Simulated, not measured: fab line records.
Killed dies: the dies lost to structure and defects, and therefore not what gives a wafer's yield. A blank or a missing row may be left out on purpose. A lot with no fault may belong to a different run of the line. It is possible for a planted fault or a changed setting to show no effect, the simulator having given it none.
Struck lot and sound lot, side by side | flow sky130 | 16 steps out of a route of 708
Sound: these wafers, L156.2, L156.4, L156.5. Wafers L169.1, L169.3, L169.6 were the ones struck. The cause is named last.
Order at every step that has rows: each side's tool, ch and its chambers, its first start. Under that, the readings that differ: sound wafers | struck wafers | difference of the means | sigmas: that difference in standard deviations of wafers without a fault.
alike: same words and numbers on both sides, and readings whose means sit less than 2 such deviations apart. not compared: any withheld reading, any reading some wafer has no value for, any bound like >300 that may hide the same value, and any number with overlapping values for which the record gives no deviation.
Wherever a step has rows on one side only, a row that says differs or no value, or a row with sigmas, the two part there. Numbers that have no deviation but don't overlap get no sigmas and don't part them. A reading missing from all wafers of one side parts the sides only when that side holds two or more wafers.

SKY_POLY_GATE_THK_MEAS_04:
  struck on film-metro-03, day 20 20:26; sound on film-metro-03, day 16 14:13
  reading                   | sound          | struck         | difference | sigmas
  POLY_GATE_CVD_03_THK (nm) | 76.3 75.9 76.0 | 73.1 72.9 73.3 | -3.0       | -4
then, 8 steps without rows for these wafers: SKY_POLY_GATE_DEHYDRATE_05 (time 60 s); SKY_POLY_GATE_HMDS_06 (prime time 60 s); SKY_POLY_GATE_COAT_07 (resist thk 110 nm); SKY_POLY_GATE_COAT_08 (resist thk 450 nm); SKY_POLY_GATE_SOFTBAKE_09 (time 90 s); SKY_POLY_GATE_EXPOSE_10 (exposes mask P1M, target cd 150 nm); SKY_POLY_GATE_PEB_11; SKY_POLY_GATE_DEVELOP_12 (develop time 60 s).
SKY_POLY_GATE_CD_MEAS_13: target cd 150 nm.
  struck on cd-sem-01, day 22 02:57; sound on cd-sem-01, day 17 19:23
  alike: cd-nm
SKY_POLY_GATE_OVL_MEAS_14:
  struck on overlay-01, day 22 03:04; sound on overlay-01, day 17 19:29
  alike: POLY_GATE_OVL
SKY_POLY_GATE_ETCH_15: etches BARC in N2/H2, stops on SiO2, time 118.5 s, target depth 110 nm.
  sound on rie-diel-04 ch 0,1,3, day 17 19:31; struck on rie-diel-01 ch 1,3, day 22 03:06
  alike: bias-w, chamber-pressure-mTorr, drypump-motor-current-A, oes-product-au, throttle-valve-pct
  not compared: rf-hours-counter-h
SKY_POLY_GATE_ETCH_16: etches Si3N4 in CH3F/O2, stops on poly-Si, time 147.5 s, target depth 75 nm.
  sound on rie-diel-04 ch 0,1,3, day 17 19:36; struck on rie-diel-01 ch 1,3, day 22 03:11
  no value came back on the struck wafers for any of 6 readings (O2_flow_sccm (sccm), bias-w (W) and others); on the sound wafers O2_flow_sccm (sccm) reads 29.96 30.08 30.20
  reading                                          | sound             | struck            | difference | sigmas
  model.KrF-thick_of_POLY_GATE_COAT_08.thk-nm (nm) | 229.4 236.6 234.9 | 341.9 342.2 340.9 | +108.0     |
  not compared: rf-hours-counter-h
SKY_POLY_GATE_ETCH_17: etches poly-Si in HBr/Cl2, stops on SiO2, target depth 180 nm, time 70.5 s.
  sound on rie-si-01 ch 2,3, day 17 19:42; struck on rie-si-02 ch 0,1, day 22 03:17
  reading                                          | sound             | struck            | difference | sigmas
  oes-product-au (a.u.)                            | 0.972 0.965 0.981 | 0.985 0.997 0.990 | +0.018     | +2
  model.KrF-thick_of_POLY_GATE_COAT_08.thk-nm (nm) | 137.9 143 141.7   | 247.4 247.2 246.8 | +106.3     |
  alike: HBr_flow_sccm, bias-w, chamber-pressure-mTorr, drypump-motor-current-A, throttle-valve-pct
  not compared: rf-hours-counter-h
SKY_POLY_GATE_STRIP_18: strips in O2/N2.
  sound on plasma-asher-02 ch 0,1, day 17 19:46; struck on plasma-asher-04 ch 1, day 22 03:20
  reading                      | sound             | struck            | difference | sigmas
  oes-product-au (a.u.)        | 0.358 0.367 0.372 | 0.407 0.407 0.407 | +0.041     | +9
  strip-time-to-endpoint-s (s) | 3.15 3.19 3.17    | 4.30 4.32 4.30    | +1.14      | +31
  alike: chamber-pressure-mTorr, drypump-motor-current-A
  not compared: rf-hours-counter-h
then, 1 step without rows for these wafers: SKY_POLY_GATE_CLEAN_19 (cleans in SC1/SC2, time 150 s).

WHERE THEY PART
Earliest at SKY_POLY_GATE_THK_MEAS_04; latest, in this record, at SKY_POLY_GATE_STRIP_18.

WHY: the cause the simulator had injected
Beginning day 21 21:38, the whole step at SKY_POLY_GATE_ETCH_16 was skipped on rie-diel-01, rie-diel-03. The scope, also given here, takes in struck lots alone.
